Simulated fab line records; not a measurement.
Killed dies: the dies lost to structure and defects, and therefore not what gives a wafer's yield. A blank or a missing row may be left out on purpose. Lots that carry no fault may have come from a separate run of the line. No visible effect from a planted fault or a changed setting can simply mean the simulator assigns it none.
8D (eight disciplines) problem report, filled in by code	flow sky130	the parts of the form that need people (team, actions taken, sign-off) are left out

== 1. WHAT IS WRONG ==
At SKY_VT_ADJUST_HVTP_IMPLANT_09, beam-energy-keV averages 155.44 over 6 wafers from 2 lots, while fault-free wafers read 150.00, standard deviation 0.046. That is +99 or more standard deviations from the usual mean.
Seen first at day 11 04:16 on implanter-01, wafer L376.1. Wafers with a number at this step in the record: 18, from 6 lots. The rule behind "out" and "out of limits": a value lying over 4 standard deviations away from the usual mean. All remaining wafers that have a number are taken as sound.

== 2. WHAT IT IS; WHAT IT IS NOT ==
question	is	is not
which readings at this step	beam-energy-keV	-
which lots	L375, L376	L359, L365, L378, L380
which wafers of those lots	all that have a number	-
read on which tools	implanter-01	implanter-02, implanter-04
when	from day 11 04:16	up to then (6 sound wafers); but 6 sound wafers of L378, L380 came after

== 3. SUSPECTS, AND WHAT RULES EACH OUT ==
Counting: a tool at a process step up to the reading stays a suspect if it ran every lot that is out and no sound lot after the first of them.
- implanter-01 at SKY_VT_ADJUST_HVTP_IMPLANT_09: kept. All lots that are out passed through it, beginning with L376 at day 11 04:16, and no sound lot followed; its final sound lot before that point was L359 at day 6 04:28. Its own readings are out on those wafers: beam-energy-keV.
The count leaves implanter-01 at SKY_VT_ADJUST_HVTP_IMPLANT_09.

== 4. THE CAUSE (what the simulator had put in) ==
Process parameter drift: implanter-01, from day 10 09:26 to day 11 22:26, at SKY_VT_ADJUST_HVTP_IMPLANT_09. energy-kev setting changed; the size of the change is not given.
After counting, this tool was the only one left.

== 5. SEQUENCE OF EFFECTS, ordered by route ==
Each row: a reading where the mean over the struck wafers with a number is more than 3 standard deviations away from the usual. Readings are gone through only where the record gives a usual standard deviation; hours: the median, over the lots, of the time from a lot's start at the first step in this table giving one to that lot's start at this step; sigmas: the change measured in usual standard deviations.
hours	step	reading	usual	on struck wafers	change	sigmas
0	SKY_VT_ADJUST_HVTP_IMPLANT_09	beam-energy-keV	150.00	155.44	+5.44	+99 or more
Here are the process steps it includes:
- SKY_VT_ADJUST_HVTP_IMPLANT_09

== 6. HOW IT WOULD HAVE BEEN CAUGHT EARLIER ==
19 hours passed between the start of the fault at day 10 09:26 and the first reading out of limits in this record, taken at day 11 04:16.
